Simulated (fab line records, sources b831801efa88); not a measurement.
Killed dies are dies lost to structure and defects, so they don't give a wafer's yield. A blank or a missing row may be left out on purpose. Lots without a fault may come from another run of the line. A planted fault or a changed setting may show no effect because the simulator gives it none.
fab line records | flow gf180mcu
record lots=12 wafers=35 last_day=34
route steps=602 shown HV_LDD@213 PSD@261 NSD@262
lots that met no fault: from a run of the same line without faults
start_h: hours from the record's first day to the start of the lot's first wafer shown | wait_h: hours since the lot's step before | " the same as in the row above | L1.1+2: a row that stands for several wafers | - no value, or no start given | * or withheld: withheld | < > ~ a bound
route shown NAME@n: a module of which the file shows steps, and the number in the route of the first | usual: mean/standard deviation of fault-free wafers | same: alike in all rows | chamber/n: place in a boat | sites: the reading at each site | _std_site: their standard deviation | _edge_site: outer sites' mean less inner sites' | radius_mm: how far each site lies from the wafer's centre | mask NAME#n: copy n | behind: the tool/chamber that last shaped the wafer | hold: why the lot was held/for how many hours/how that ended | device: the transistor (n, p or np) that didn't switch | end of line: the same wafers' tests at the end of the route | a step without rows: its recipe alone | killed: dies lost to structure and defects at the first sort, not the wafer's yield | map: a wafer's dies, x killed, . not, _ none there
set.NAME: the setting as run; set.NAME@STEP: as run at that earlier step | model.NAME: the simulator's own value behind a step, which no gauge read
steps of the route over a sample of lots; a table a step, a row a wafer
services: from which hour (start_h, from the record's first day; less than 0 if before it) a tool's chamber was out of use, for how many hours, and why
## steps
# step GF_HV_LDD_STRIP_37
# recipe chemistry=O2/N2 power_w=1400 pressure_mtorr=1500 platen_temp_c=250 o2_flow_sccm=3000 n2_flow_sccm=300 overash_fraction=0.5
# usual drypump_motor_current_A=5.7/0.41 heater_power_w=328/27 o2_flow_sccm=3001/8.9 oes_product_au=0.716/0.0045 strip_time_to_endpoint_s=12.64/0.034
# columns lot.wafer tool chamber start_h wait_h drypump_motor_current_A heater_power_w o2_flow_sccm oes_product_au rf_hours_counter_h strip_time_to_endpoint_s
L549.2 plasma_asher-03 1 265.13 0.1 5.3 319 3004 0.720 66 12.67
L549.5 " 1 " " 5.4 315 3010 0.716 - 12.71
L549.6 " 0 " " 5.3 360 3000 0.710 - 12.64
L550.1 plasma_asher-03 1 271.74 0.1 5.4 314 3008 0.710 67 12.63
L550.3 " 1 " " 5.4 316 2996 0.714 - 12.62
L550.5 " 0 " " 5.3 359 3018 0.721 - 12.61
L551.1 plasma_asher-03 1 278.09 0.1 5.4 315 3003 0.718 67 12.71
L551.5 " 1 " " 5.4 324 3003 0.719 - 12.71
L551.6 " 0 " " 5.3 353 2999 0.710 - 12.72
L553.1 plasma_asher-04 1 294.80 0.1 6.5 382 3004 0.713 19 12.61
L553.5 " 1 " " 6.5 381 3008 0.717 - 12.62
L553.6 " 0 " " 5.6 311 2989 0.711 - 12.59
L556.1 plasma_asher-02 0 319.22 0.1 6.2 319 3008 0.713 53 12.63
L556.2 " 1 " " 5.7 300 2992 0.720 53 12.66
L556.3 " 0 " " 6.3 321 3004 0.711 - 12.66
L557.3 plasma_asher-02 0 324.96 0.1 6.3 321 2990 0.711 - 12.66
L557.4 " 1 " " 5.7 298 3002 0.715 - 12.66
L557.5 " 1 " " 5.7 297 3010 0.721 - 12.67
L558.3 plasma_asher-03 0 335.21 0.1 5.4 357 2992 0.712 - 12.66
L558.4 " 1 " " 5.4 318 3002 0.706 - 12.67
L558.6 " 0 " " 5.4 353 3006 0.717 - 12.64
L559.2 plasma_asher-02 0 340.52 0.1 6.2 314 2988 0.720 55 12.64
L559.3 " 1 " " 5.8 292 3006 0.713 - 12.67
L559.5 " 1 " " 5.7 296 2996 0.723 - 12.62
L560.1 plasma_asher-03 0 351.28 0.1 5.3 357 3012 0.716 75 12.64
L560.2 " 1 " " 5.4 312 2992 0.712 75 12.60
L560.6 " 0 " " 5.3 357 3004 0.714 - 12.67
L564.4 plasma_asher-02 1 383.05 0.1 5.7 295 2987 0.724 - 12.59
L564.5 " 1 " " 5.8 295 2980 0.713 - 12.64
L565.3 plasma_asher-04 1 394.92 0.1 6.4 382 2991 0.721 - 12.65
L565.4 " 0 " " 5.6 317 2992 0.718 - 12.65
L565.5 " 1 " " 6.5 390 2977 0.723 - 12.63
L571.1 plasma_asher-04 0 444.57 0.1 5.6 309 3005 0.711 34 12.64
L571.2 " 1 " " 6.4 383 3003 0.722 34 12.63
L571.6 " 0 " " 5.6 323 3013 0.717 - 12.65
# step GF_HV_LDD_THK_MEAS_55
# recipe reads=SiO2_of_HV_LDD_CVD_54
# usual HV_LDD_CVD_54_THK=9.94/0.14
# columns lot.wafer tool chamber start_h wait_h HV_LDD_CVD_54_THK[nm]
L549.2 film_metro-03 - 286.52 0.0 10.12
L549.5 " - " " 10.14
L549.6 " - " " 10.15
L550.1 film_metro-01 - 292.84 0.0 9.94
L550.3 " - " " 9.74
L550.5 " - " " 9.90
L551.1 film_metro-01 - 299.84 0.0 9.68
L551.5 " - " " 9.70
L551.6 " - " " 9.73
L553.1 film_metro-01 - 317.21 0.0 9.74
L553.5 " - " " 9.97
L553.6 " - " " 9.82
L556.1 film_metro-04 - 342.46 0.0 9.77
L556.2 " - " " 9.93
L556.3 " - " " 9.85
L557.3 film_metro-01 - 351.67 0.0 9.87
L557.4 " - " " 9.87
L557.5 " - " " 9.86
L558.3 film_metro-04 - 358.88 0.0 10.00
L558.4 " - " " 10.14
L558.6 " - " " 10.25
L559.2 film_metro-01 - 364.25 0.0 9.78
L559.3 " - " " 9.78
L559.5 " - " " 9.80
L560.1 film_metro-03 - 374.54 0.0 9.80
L560.2 " - " " 9.85
L560.6 " - " " 9.88
L564.4 film_metro-04 - 408.34 0.0 10.01
L564.5 " - " " 10.02
L565.3 film_metro-04 - 420.61 0.0 9.85
L565.4 " - " " 10.00
L565.5 " - " " 9.87
L571.1 film_metro-04 - 470.95 0.0 10.16
L571.2 " - " " 10.07
L571.6 " - " " 10.12
# step GF_HV_LDD_THK_MEAS_57
# recipe reads=Si3N4_of_HV_LDD_CVD_56
# usual HV_LDD_CVD_56_THK=89.9/0.98
# columns lot.wafer tool chamber start_h wait_h HV_LDD_CVD_56_THK[nm]
L549.2 film_metro-03 - 288.01 0.0 88.6
L549.5 " - " " 88.3
L549.6 " - " " 89.5
L550.1 film_metro-01 - 294.33 0.0 91.5
L550.3 " - " " 91.9
L550.5 " - " " 92.2
L551.1 film_metro-04 - 301.33 0.0 90.9
L551.5 " - " " 90.4
L551.6 " - " " 91.2
L553.1 film_metro-04 - 320.62 0.0 87.9
L553.5 " - " " 88.8
L553.6 " - " " 89.1
L556.1 film_metro-03 - 343.95 0.0 91.3
L556.2 " - " " 91.0
L556.3 " - " " 90.8
L557.3 film_metro-04 - 353.16 0.0 89.6
L557.4 " - " " 89.4
L557.5 " - " " 89.1
L558.3 film_metro-01 - 360.37 0.0 90.3
L558.4 " - " " 90.3
L558.6 " - " " 89.4
L559.2 film_metro-01 - 365.73 0.0 90.0
L559.3 " - " " 89.8
L559.5 " - " " 89.3
L560.1 film_metro-03 - 376.74 0.0 89.7
L560.2 " - " " 88.9
L560.6 " - " " 89.6
L564.4 film_metro-01 - 409.83 0.0 90.5
L564.5 " - " " 90.3
L565.3 film_metro-03 - 422.09 0.0 90.8
L565.4 " - " " 90.7
L565.5 " - " " 90.8
L571.1 film_metro-01 - 473.15 0.0 90.5
L571.2 " - " " 88.6
L571.6 " - " " 89.9
# step GF_PSD_RTA_13
# recipe temp_c=1025 time_s=20 ambient=N2
# usual lamp_power_pct=32.99/0.034 run_length_s=48.9/0.51 wafer_temp_C_max=1030.2/1.2
# columns lot.wafer tool chamber start_h wait_h lamp_power_pct run_length_s wafer_temp_C_max
L549.2 rtp_anneal-01 0 329.42 0.0 32.94 48.9 1030.0
L549.5 " 0 " " 32.98 48.9 1033.1
L549.6 " 0 " " 32.95 48.9 1029.7
L550.1 rtp_anneal-01 0 336.95 0.0 32.92 48.9 1030.6
L550.3 " 0 " " 32.97 49.0 1029.3
L550.5 " 0 " " 32.98 48.8 1029.2
L551.1 rtp_anneal-02 0 343.95 0.0 32.99 48.6 1030.9
L551.5 " 0 " " 33.03 48.4 1029.3
L551.6 " 0 " " 33.05 48.7 1033.5
L553.1 rtp_anneal-01 0 364.90 0.0 32.98 49.0 1030.5
L553.5 " 0 " " 33.02 49.1 1028.8
L553.6 " 0 " " 32.99 48.7 1030.3
L556.1 rtp_anneal-01 0 389.69 0.0 32.91 48.9 1029.0
L556.2 " 0 " " 32.94 48.9 1028.8
L556.3 " 0 " " 33.01 48.7 1029.5
L557.3 rtp_anneal-02 0 398.98 0.0 33.04 48.5 1030.4
L557.4 " 0 " " 33.00 48.9 1030.5
L557.5 " 0 " " 33.04 48.4 1033.3
L558.3 rtp_anneal-01 0 408.24 0.0 32.98 48.7 1029.2
L558.4 " 0 " " 32.93 48.8 1030.8
L558.6 " 0 " " 32.95 49.2 1029.6
L559.2 rtp_anneal-01 0 413.12 0.0 32.94 49.2 1031.7
L559.3 " 0 " " 32.98 49.1 1029.0
L559.5 " 0 " " 32.98 48.8 1030.7
L560.1 rtp_anneal-01 0 424.60 0.0 32.93 48.8 1029.6
L560.2 " 0 " " 32.99 48.8 1030.6
L560.6 " 0 " " 33.02 49.1 1030.6
L564.4 rtp_anneal-01 0 460.70 0.0 32.87 45.4 1029.1
L564.5 " 0 " " 32.98 48.8 1031.0
L565.3 rtp_anneal-01 0 472.26 0.0 32.99 49.2 1030.0
L565.4 " 0 " " 32.92 45.5 1029.0
L565.5 " 0 " " 33.00 48.8 1029.1
L571.1 rtp_anneal-02 0 521.54 0.0 32.99 48.4 1029.0
L571.2 " 0 " " 33.00 48.4 1030.6
L571.6 " 0 " " 33.03 48.7 1030.5
# step GF_PSD_RS_MEAS_14
# recipe thk_meas_gauge=four-point-probe
# usual NSD_RS=46.14/0.086
# columns lot.wafer tool chamber start_h wait_h NSD_RS[ohm/sq]
L549.2 film_metro-01 - 329.51 0.1 46.13
L549.5 " - " " 46.07
L549.6 " - " " 46.18
L550.1 film_metro-04 - 337.03 0.1 46.22
L550.3 " - " " 46.33
L550.5 " - " " 46.22
L551.1 film_metro-01 - 344.04 0.1 46.09
L551.5 " - " " 46.06
L551.6 " - " " 46.00
L553.1 film_metro-04 - 364.99 0.1 46.14
L553.5 " - " " 46.10
L553.6 " - " " 46.21
L556.1 film_metro-01 - 389.77 0.1 46.22
L556.2 " - " " 45.98
L556.3 " - " " 46.03
L557.3 film_metro-04 - 399.08 0.1 46.34
L557.4 " - " " 46.24
L557.5 " - " " 46.30
L558.3 film_metro-02 - 408.34 0.1 46.11
L558.4 " - " " 46.01
L558.6 " - " " 46.13
L559.2 film_metro-02 - 413.21 0.1 46.09
L559.3 " - " " 46.07
L559.5 " - " " 46.07
L560.1 film_metro-04 - 424.69 0.1 46.22
L560.2 " - " " 46.19
L560.6 " - " " 46.03
L564.4 film_metro-02 - 460.80 0.1 46.95
L564.5 " - " " 46.11
L565.3 film_metro-02 - 472.36 0.1 46.05
L565.4 " - " " 46.87
L565.5 " - " " 46.11
L571.1 film_metro-04 - 521.62 0.1 46.10
L571.2 " - " " 46.12
L571.6 " - " " 46.09
# step GF_PSD_RS_MEAS_15
# recipe thk_meas_gauge=four-point-probe
# usual PSD_RS=108.68/0.25
# columns lot.wafer tool chamber start_h wait_h PSD_RS[ohm/sq]
L549.2 film_metro-01 - 329.63 0.1 108.76
L549.5 " - " " 108.68
L549.6 " - " " 108.74
L550.1 film_metro-04 - 337.15 0.1 108.79
L550.3 " - " " 108.90
L550.5 " - " " 109.17
L551.1 film_metro-01 - 344.16 0.1 108.96
L551.5 " - " " 108.77
L551.6 " - " " 108.59
L553.1 film_metro-04 - 365.11 0.1 108.28
L553.5 " - " " 108.50
L553.6 " - " " 108.42
L556.1 film_metro-01 - 389.89 0.1 108.84
L556.2 " - " " 108.52
L556.3 " - " " 108.79
L557.3 film_metro-04 - 399.20 0.1 109.11
L557.4 " - " " 108.57
L557.5 " - " " 108.75
L558.3 film_metro-02 - 408.46 0.1 108.51
L558.4 " - " " 108.67
L558.6 " - " " 108.93
L559.2 film_metro-02 - 413.33 0.1 108.61
L559.3 " - " " 108.66
L559.5 " - " " 108.80
L560.1 film_metro-04 - 424.81 0.1 108.42
L560.2 " - " " 108.51
L560.6 " - " " 108.46
L564.4 film_metro-02 - 460.92 0.1 110.99
L564.5 " - " " 108.44
L565.3 film_metro-02 - 472.48 0.1 108.80
L565.4 " - " " 111.12
L565.5 " - " " 108.89
L571.1 film_metro-04 - 521.74 0.1 108.16
L571.2 " - " " 108.67
L571.6 " - " " 108.60
## services
# columns tool chamber start_h hours kind
rtp_anneal-02 - 353.40 34.4 pm
plasma_asher-04 - 379.00 4.1 repair
plasma_asher-03 - 421.25 9.0 pm
plasma_asher-03 0 421.25 9.0 vent_cycle
plasma_asher-03 1 421.25 9.0 vent_cycle
plasma_asher-03 0 430.25 - clean
plasma_asher-03 1 430.25 - clean
rtp_anneal-01 - 431.27 5.8 pm
## key
first_sign step=GF_PSD_RTA_13 reading=run_length_s direction=down sigmas=6.8 usual=* struck=*
effect step=GF_PSD_RS_MEAS_14 reading=NSD_RS direction=up sigmas=9 usual=46.14 struck=46.91
effect step=GF_PSD_RS_MEAS_15 reading=PSD_RS direction=up sigmas=9.4 usual=108.68 struck=111.05
met_at GF_PSD_RTA_13
struck_lots L564,L565
struck_wafers L564.4,L565.4
tester_left_out L564,L565
not_acting_at GF_HV_LDD_STRIP_37,GF_HV_LDD_THK_MEAS_55,GF_HV_LDD_THK_MEAS_57
onset_between 424.60 460.70
fault kind=process_parameter_drift tool=rtp_anneal-01 chamber=- onset_h=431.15 steps=GF_PSD_RTA_13 channel=time_s offset=* shape=step end_h=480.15 scope=struck_wafers_only acts_in=* stated=*
# tester_left_out: of these lots the tester's yield and bins aren't shown, on N5 and GAA mostly nor the transistor test; their killed dies are dies lost to structure and defects alone, not to doping, threshold or leakage, so they don't give the yield
